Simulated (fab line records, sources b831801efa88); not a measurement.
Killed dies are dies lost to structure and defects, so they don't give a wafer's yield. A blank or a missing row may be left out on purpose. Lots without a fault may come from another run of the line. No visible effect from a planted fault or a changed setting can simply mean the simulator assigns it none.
A lot that was struck, set against a sound lot -- flow sky130 -- 43 out of 708 route steps
Sound: the wafers L980.1, L980.4, L980.6. Struck: wafer L988.1; the same lot's L988.6 was not struck, so it is left out; see the end for the cause.
Order at every step that has rows: each side's tool, ch and its chambers, its first start. Under that, the readings that differ: sound wafers -- struck wafers -- difference of the means -- sigmas: that difference in standard deviations of wafers without a fault.
alike: same words and numbers on both sides, and readings whose means sit less than 2 such deviations apart. not compared: any withheld reading, any reading some wafer has no value for, any bound like >300 that may hide the same value, and any number with overlapping values for which the record gives no deviation.
The two part at a step that has a row with sigmas, a row that says differs or no value, or rows on one side only. When numbers do not overlap yet have no deviation, they are printed without sigmas and do not part them. A reading missing from all wafers of one side parts the sides only when that side holds two or more wafers.

SKY_GATE_OXIDE_TW_MEAS_14:
  sound on film metro-03 at day 17 19:47; struck on film metro-02 at day 20 20:26
  alike: GATE_OXIDE_TW
then, 3 steps without rows for these wafers: SKY_GATE_OXIDE_CLEAN_15 (cleans in SC1/SC2, time 150 s); SKY_GATE_OXIDE_OXIDATION_16 (stabilise 600 s, purge 300 s, target thk 3.57 nm); SKY_POLY_GATE_CVD_00 (deposits poly-Si, target thk 180 nm, time 720 s).
SKY_POLY_GATE_THK_MEAS_01:
  sound on film metro-02 at day 17 22:38; struck on film metro-04 at day 20 23:17
  alike: POLY_GATE_CVD_00_THK
then, 7 steps without rows for these wafers: SKY_RES_PROTECT_DEHYDRATE_00 (time 60 s); SKY_RES_PROTECT_HMDS_01 (prime time 60 s); SKY_RES_PROTECT_COAT_02 (resist thk 1140 nm); SKY_RES_PROTECT_SOFTBAKE_03 (time 60 s); SKY_RES_PROTECT_EXPOSE_04 (exposes mask RPM, target cd 1270 nm); SKY_RES_PROTECT_PEB_05; SKY_RES_PROTECT_DEVELOP_06 (develop time 60 s).
SKY_POLY_GATE_IMPLANT_02:
  sound on implanter-02 ch 0, day 19 04:44; struck on implanter-03 ch 0, day 22 06:10
  alike: faraday current uA
SKY_RES_PROTECT_STRIP_07: strips in O2/N2.
  sound on plasma asher-01 ch 1, day 19 04:53; struck on plasma asher-02 ch 1, day 22 06:19
  alike: drypump motor current A, oes product au, strip time to endpoint s
  not compared: rf hours counter h
SKY_RES_PROTECT_TW_MEAS_08:
  sound on film metro-04 at day 19 04:59; struck on film metro-04 at day 22 06:25
  alike: POLY_GATE_TW
then, 2 steps without rows for these wafers: SKY_RES_PROTECT_CLEAN_09 (cleans in SC1/SC2, time 150 s); SKY_POLY_GATE_CVD_03 (deposits Si3N4 from DCS/NH3, target thk 75 nm, time 1290 s).
SKY_POLY_GATE_THK_MEAS_04:
  sound on film metro-04 at day 19 06:28; struck on film metro-04 at day 22 07:53
  alike: POLY_GATE_CVD_03_THK
then, 8 steps without rows for these wafers: SKY_POLY_GATE_DEHYDRATE_05 (time 60 s); SKY_POLY_GATE_HMDS_06 (prime time 60 s); SKY_POLY_GATE_COAT_07 (resist thk 110 nm); SKY_POLY_GATE_COAT_08 (resist thk 450 nm); SKY_POLY_GATE_SOFTBAKE_09 (time 90 s); SKY_POLY_GATE_EXPOSE_10 (exposes mask P1M, target cd 150 nm); SKY_POLY_GATE_PEB_11; SKY_POLY_GATE_DEVELOP_12 (develop time 60 s).
SKY_POLY_GATE_CD_MEAS_13: target cd 150 nm.
  sound on cd sem-01 at day 20 14:10; struck on cd sem-02 at day 23 13:53
  alike: cd nm
SKY_POLY_GATE_OVL_MEAS_14:
  sound on overlay-02 at day 20 14:17; struck on overlay-02 at day 23 14:01
  alike: POLY_GATE_OVL
SKY_POLY_GATE_ETCH_15: etches BARC in N2/H2, stops on SiO2, time 118.5 s, target depth 110 nm.
  sound on rie diel-01 ch 0,3, day 20 14:19; struck on rie diel-03 ch 1, day 23 14:03
  alike: drypump motor current A, oes product au, throttle valve pct
  not compared: rf hours counter h
SKY_POLY_GATE_ETCH_16: etches Si3N4 in CH3F/O2, stops on poly-Si, time 147.5 s, target depth 75 nm.
  sound on rie diel-01 ch 0,3, day 20 14:24; struck on rie diel-03 ch 1, day 23 14:08
  alike: O2_flow_sccm, drypump motor current A, oes product au, throttle valve pct
  not compared: rf hours counter h
SKY_POLY_GATE_ETCH_17: etches poly-Si in HBr/Cl2, stops on SiO2, target depth 180 nm, time 70.5 s.
  sound on rie si-02 ch 0,3, day 20 14:30; struck on rie si-02 ch 1, day 23 14:14
reading,sound,struck,difference,sigmas
drypump motor current A (A),5.6 5.1 5.1,6.2,+0.9,+2
  alike: mfc cl2 sccm, oes product au, throttle valve pct
  not compared: rf hours counter h
SKY_POLY_GATE_STRIP_18: strips in O2/N2.
  sound on plasma asher-04 ch 0,1, day 20 14:34; struck on plasma asher-04 ch 0, day 23 14:17
  alike: drypump motor current A, oes product au, strip time to endpoint s
  not compared: rf hours counter h
then, 2 steps without rows for these wafers: SKY_POLY_GATE_CLEAN_19 (cleans in SC1/SC2, time 150 s); SKY_POLY_GATE_OXIDATION_20 (stabilise 600 s, purge 300 s, target thk 4 nm).
SKY_POLY_GATE_THK_MEAS_21:
  sound on film metro-04 at day 20 17:17; struck on film metro-04 at day 23 15:41
  alike: POLY_GATE_OXIDATION_THK
SKY_POLY_GATE_CD_MEAS_22:
  sound on cd sem-01 at day 20 17:25; struck on cd sem-01 at day 23 15:44
  alike: cd nm
then, 6 steps without rows for these wafers: SKY_LDD_N_DEHYDRATE_00 (time 60 s); SKY_LDD_N_HMDS_01 (prime time 60 s); SKY_LDD_N_COAT_02 (resist thk 300 nm); SKY_LDD_N_SOFTBAKE_03 (time 60 s); SKY_LDD_N_EXPOSE_04 (exposes mask NTM, target cd 840 nm); SKY_LDD_N_PEB_05.
-- here the record skips 27 days between the struck wafers' starts before and after, leaving off in module LDD_N and picking up in module PAD_OPEN (first step shown: number 708 of the route) --
SKY_PAD_OPEN_PROBE_99:
  sound on prober-02 at day 49 04:50; struck on prober-02 at day 50 22:43
reading,sound,struck,difference,sigmas
killed at front end,12 16 10,25,+12,+3
killed dies,70 80 74,93,+18,+2
model.etest.res poly.rs ohm sq range,1.161 1.185 1.171,7.066,+5.894,
  alike: killed_at_M0_to_M3, killed_at_M4_up, killed at contacts, killed at other, killed open, killed short

WHERE THEY PART
At SKY_POLY_GATE_ETCH_17 first; at SKY_PAD_OPEN_PROBE_99 last (within this record only).

WHY: what had been put in by the simulator
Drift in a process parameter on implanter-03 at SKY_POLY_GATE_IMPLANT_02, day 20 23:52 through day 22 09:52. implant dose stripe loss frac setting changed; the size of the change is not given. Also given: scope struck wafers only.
